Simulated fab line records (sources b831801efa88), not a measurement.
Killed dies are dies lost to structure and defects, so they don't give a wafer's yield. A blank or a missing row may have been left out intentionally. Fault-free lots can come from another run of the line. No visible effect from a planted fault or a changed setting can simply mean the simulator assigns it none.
Comparing a struck lot with a sound one / flow sfq line / 41 out of 325 route steps
Sound: these wafers, L316.1, L316.5, L316.6. Wafers L324.2, L324.3, L324.5 were the ones struck. The cause comes at the end.
Order at every step that has rows: each side's tool, ch and its chambers, its first start. Under that, the readings that differ: sound wafers / struck wafers / difference of the means / sigmas: that difference in standard deviations of wafers without a fault.
alike: readings whose means differ by less than 2 such deviations, and words and numbers that are the same on both sides. not compared: withheld readings, readings that some wafer has no value for, bounds like >300 that may hide the same value, and numbers for which the record gives no deviation and whose values overlap.
Wherever a step has rows on one side only, a row that says differs or no value, or a row with sigmas, the two part there. When numbers do not overlap yet have no deviation, they are printed without sigmas and do not part them. A reading missing from all wafers of one side parts the sides only when that side holds two or more wafers.

SFQ_I3_OVL_MEAS_923:
  sound on overlay-02 at day 35 16:36; struck on overlay-02 at day 39 10:58
reading=I3_OVL (nm); sound=7 7 -4; struck=-14 -8 -10; difference=-14; sigmas=-2
then, 1 step without rows for these wafers: SFQ_TRILAYER_I3_VIA_BARC_OPEN_VIA_ETCH_121 (etches BARC in O2, target depth 125 nm, time 41.7 s).
SFQ_TRILAYER_I3_VIA_ETCH_VIA_ETCH_088: etches SiO2 in CHF3, stops on Nb, target depth 260 nm.
  sound on rie diel-02 ch 0,1, day 35 16:41; struck on rie diel-03 ch 0,2,3, day 39 11:02
  alike: drypump motor current A, oes product au
then, 4 steps without rows for these wafers: SFQ_TRILAYER_I3_VIA_STRIP_STRIP_089 (strips in O2); SFQ_TRILAYER_I3_VIA_STRIP_SOLV_CLEAN_090 (cleans in NMP, time 600 s); SFQ_TRILAYER_M4_DEP_PRE_CLEAN_092 (time 22.5 s); SFQ_TRILAYER_M4_DEP_SPUTTER_091 (material Nb, target thk 200 nm, time 133.3 s).
SFQ_M4_RS_MEAS_924: measurement is done with a four-point probe.
  sound on film metro-02 at day 35 17:54; struck on film metro-01 at day 39 12:04
  alike: M4_NB_RS
then, 3 steps without rows for these wafers: SFQ_TRILAYER_M4_LITHO_COAT_098 (resist thk 62 nm); SFQ_TRILAYER_M4_LITHO_COAT_093 (resist thk 600 nm); SFQ_TRILAYER_M4_LITHO_SOFTBAKE_097.
SFQ_TRILAYER_M4_LITHO_EXPOSE_094: exposes mask M4, target cd 500 nm.
  sound on krf scanner-01 ch 0, day 35 19:53; struck on krf scanner-02 ch 0, day 39 15:33
  alike: mask
then, 2 steps without rows for these wafers: SFQ_TRILAYER_M4_LITHO_PEB_096 (peb time 60 s); SFQ_TRILAYER_M4_LITHO_DEVELOP_095 (time 60 s).
SFQ_M4_OVL_MEAS_926:
  sound on overlay-01 at day 35 21:23; struck on overlay-02 at day 39 16:51
  alike: M4_OVL
SFQ_TRILAYER_M4_BARC_OPEN_METAL_ETCH_123: etches BARC in O2, target depth 125 nm, time 41.7 s.
  sound on rie metal-02 ch 1, day 35 21:25; struck on rie metal-04 ch 0, day 39 16:53
reading=model.M4.cd nm (nm); sound=500.4 501.4 500.6; struck=489.5 463.6 477.7; difference=-23.9; sigmas=
  alike: drypump motor current A, oes product au
  not compared: rf hours counter h
SFQ_TRILAYER_M4_ETCH_METAL_ETCH_096: etches Nb in Cl2/Ar, stops on SiO2, target depth 240 nm, time 120 s.
  sound on rie metal-02 ch 1, day 35 21:32; struck on rie metal-04 ch 0, day 39 16:56
reading=model.M4.cd nm (nm); sound=500.2 500.3 500.6; struck=489.7 463 477.6; difference=-23.6; sigmas=
  alike: drypump motor current A, oes product au
  not compared: rf hours counter h
SFQ_TRILAYER_M4_STRIP_STRIP_097: strips in O2.
  sound on rie metal-02 ch 1, day 35 21:47; struck on rie metal-04 ch 0, day 39 17:04
  alike: drypump motor current A, oes product au
  not compared: rf hours counter h
then, 2 steps without rows for these wafers: SFQ_TRILAYER_M4_STRIP_SOLV_CLEAN_098 (cleans in NMP, time 600 s); SFQ_TRILAYER_I4_DEP_PECVD_099 (deposits SiO2 from SiH4/N2O, time 111.11 s, target thk 500 nm).
SFQ_TRILAYER_I4_CMP_CMP_100: polishes SiO2.
  sound on cmp-01 ch 1,2, day 35 23:14; struck on cmp-01 ch 0,1, day 40 07:42
  alike: motor current A, time to endpoint s
SFQ_I4_BOW_MEAS_927:
  sound on film metro-03 at day 36 02:14; struck on film metro-03 at day 40 10:43
  alike: I4_BOW
then, 7 steps without rows for these wafers: SFQ_TRILAYER_I4_METRO_MEASURE_101; SFQ_TRILAYER_I4_VIA_LITHO_COAT_108 (resist thk 62 nm); SFQ_TRILAYER_I4_VIA_LITHO_COAT_103 (resist thk 650 nm); SFQ_TRILAYER_I4_VIA_LITHO_SOFTBAKE_107; SFQ_TRILAYER_I4_VIA_LITHO_EXPOSE_104 (exposes mask I4, target cd 700 nm); SFQ_TRILAYER_I4_VIA_LITHO_PEB_106 (peb time 60 s); SFQ_TRILAYER_I4_VIA_LITHO_DEVELOP_105 (time 60 s).
-- the record jumps here: 6 days lie between the struck wafers' starts before and after --
SFQ_I4_OVL_MEAS_928:
  sound on overlay-02 at day 42 10:46; struck on overlay-01 at day 46 05:53
  alike: I4_OVL
SFQ_TRILAYER_I4_VIA_BARC_OPEN_VIA_ETCH_146: etches BARC in O2, target depth 125 nm, time 41.7 s.
  sound on rie diel-01 ch 0,1,2, day 42 10:48; struck on rie diel-01 ch 0,2, day 46 05:55
  alike: drypump motor current A, oes product au
  not compared: rf hours counter h
SFQ_TRILAYER_I4_VIA_ETCH_VIA_ETCH_106: etches SiO2 in CHF3, stops on Nb, target depth 260 nm.
  sound on rie diel-01 ch 0,1,2, day 42 10:50; struck on rie diel-01 ch 0,2, day 46 05:58
  alike: drypump motor current A, oes product au
then, 7 steps without rows for these wafers: SFQ_TRILAYER_I4_VIA_STRIP_STRIP_107 (strips in O2); SFQ_TRILAYER_I4_VIA_STRIP_SOLV_CLEAN_108 (cleans in NMP, time 600 s); SFQ_TRILAYER_JJ_TRILAYER_DEP_PRE_CLEAN_113 (time 22.5 s); SFQ_TRILAYER_JJ_TRILAYER_DEP_SPUTTER_109 (material Nb, target thk 150 nm, time 100 s); SFQ_TRILAYER_JJ_TRILAYER_DEP_SPUTTER_110 (material Al, target thk 8 nm, time 10 s); SFQ_TRILAYER_JJ_TRILAYER_DEP_AL_OXIDATION_111 (oxidation time 600 s); SFQ_TRILAYER_JJ_TRILAYER_DEP_SPUTTER_112 (material Nb, target thk 170 nm, time 110.3 s).
SFQ_JJ_RS_MEAS_929: measurement is done with a four-point probe.
  sound on film metro-04 at day 42 12:56; struck on film metro-03 at day 46 08:04
  alike: JJ_NB_RS
-- the record jumps here: 36 days lie between the struck wafers' starts before and after (it left off in module JJ and takes up again in module M8, whose first step shown is number 325 of the route) --
SFQ_M8_BOW_MEAS_951:
  sound on film metro-03 at day 70 19:46; struck on film metro-04 at day 82 06:48
reading=model.etest.m4.ohm um; sound=1.793 1.799 1.773; struck=1.814 1.935 1.865; difference=+0.083; sigmas=
  alike: M8_BOW

## WHERE THEY PART
Only at SFQ_I3_OVL_MEAS_923, within this record. Later steps at which nothing parts them and some readings are alike: SFQ_TRILAYER_I3_VIA_ETCH_VIA_ETCH_088, SFQ_M4_RS_MEAS_924, SFQ_TRILAYER_M4_LITHO_EXPOSE_094, SFQ_M4_OVL_MEAS_926, SFQ_TRILAYER_M4_BARC_OPEN_METAL_ETCH_123, SFQ_TRILAYER_M4_ETCH_METAL_ETCH_096, SFQ_TRILAYER_M4_STRIP_STRIP_097, SFQ_TRILAYER_I4_CMP_CMP_100, SFQ_I4_BOW_MEAS_927, SFQ_I4_OVL_MEAS_928, SFQ_TRILAYER_I4_VIA_BARC_OPEN_VIA_ETCH_146, SFQ_TRILAYER_I4_VIA_ETCH_VIA_ETCH_106, SFQ_JJ_RS_MEAS_929, SFQ_M8_BOW_MEAS_951.

WHY: the cause the simulator had injected
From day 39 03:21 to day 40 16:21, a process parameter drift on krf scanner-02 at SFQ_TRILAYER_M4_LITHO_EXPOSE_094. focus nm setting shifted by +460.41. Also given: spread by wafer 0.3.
